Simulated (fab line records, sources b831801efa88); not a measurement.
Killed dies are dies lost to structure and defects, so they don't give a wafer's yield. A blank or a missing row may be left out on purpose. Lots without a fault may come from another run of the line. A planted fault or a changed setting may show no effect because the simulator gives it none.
Chamber matching | flow gf180mcu | GF_CONTACT_CMP_27 on cmp-02: 4 sister chambers
The step polishes, stops on SiO2, t overpolish 15 s, target thk 0 nm. 20 wafers are shown with their chamber, then 10 later ones without.

WAFERS WITH THEIR CHAMBER
wafer  | chamber | motor_current_A (A) | time_to_endpoint_s (s) | edge_zone_pressure_frac
L235.1 | 3       | 14.1                | 76                     | 1.001
L235.2 | 2       | 15.2                | 77                     | 1.002
L235.4 | 0       | 12.4                | 79                     | 1.007
L236.1 | 3       | 13.6                | 72                     | 1.010
L236.4 | 2       | 14.9                | 79                     | 0.998
L236.5 | 2       | 15.1                | 79                     | 1.007
L234.1 | 2       | 15.8                | 80                     | 0.999
L234.2 | 0       | 13.3                | 77                     | 0.996
L234.5 | 3       | 13.1                | 73                     | 1.004
L238.1 | 3       | 12.6                | 77                     | 1.011
L238.3 | 2       | 14.8                | 82                     | 0.995
L238.6 | 3       | 13.2                | 73                     | 1.004
L241.3 | 1       | 8.6                 | 75                     | 0.998
L241.5 | 2       | 14.4                | 78                     | 0.994
L241.6 | 3       | 13.8                | 76                     | 1.014
L240.3 | 0       | 13.2                | 81                     | 0.997
L240.4 | 1       | 9.0                 | 73                     | 1.001
L240.6 | 1       | 8.6                 | 72                     | 1.001
L244.1 | 1       | 8.5                 | 74                     | 1.006
L244.2 | 0       | 12.9                | 83                     | 1.002

SIGNATURES (means of the wafers above)
reading                 | chamber 0 | chamber 1 | chamber 2 | chamber 3 | scatter within a chamber
motor_current_A         | 12.950    | 8.675     | 15.033    | 13.400    | 0.447
time_to_endpoint_s      | 80.00     | 73.50     | 79.17     | 74.50     | 1.96
edge_zone_pressure_frac | 1.00050   | 1.00150   | 0.99917   | 1.00733   | 0.00469
Rule: a wafer's distance from a chamber is the root of the sum, over the readings, of the square of ((its reading less the chamber's mean) divided by the reading's scatter). The wafer belongs to the nearest chamber; if the next one is less than 2 further off, it can't be placed. The scatter: the root of (the sum of the squares of (reading less its chamber's mean) over the shown wafers, divided by (wafers less chambers)).

WAFERS WITHOUT THEIR CHAMBER
wafer  | motor_current_A (A) | time_to_endpoint_s (s) | edge_zone_pressure_frac
L244.4 | 14.1                | 80                     | 1.002
L245.1 | 12.9                | 80                     | 1.009
L245.2 | 8.7                 | 74                     | 1.004
L245.4 | 13.7                | 75                     | 0.996
L252.1 | 12.9                | 70                     | 0.994
L252.3 | 8.9                 | 71                     | 0.997
L252.6 | 7.9                 | 68                     | 0.996
L255.1 | 12.7                | 81                     | 1.005
L255.2 | 8.6                 | 74                     | 1.008
L255.4 | 13.8                | 79                     | 1.002

WHICH CHAMBER EACH WENT THROUGH
wafer  | from the rows above          | in truth
L244.4 | can't be placed: 2 or 0 or 3 | 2
L245.1 | can't be placed: 0 or 3      | 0
L245.2 | 1                            | 1
L245.4 | can't be placed: 3 or 0 or 2 | 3
L252.1 | can't be placed: 3 or 0      | 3
L252.3 | 1                            | 1
L252.6 | 1                            | 1
L255.1 | 0                            | 0
L255.2 | 1                            | 1
L255.4 | can't be placed: 0 or 3 or 2 | 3
Placed correctly: 5 of 10. Can't be placed from these rows: 5 (the true chamber is among the candidates in 5). Placed wrongly: 0.
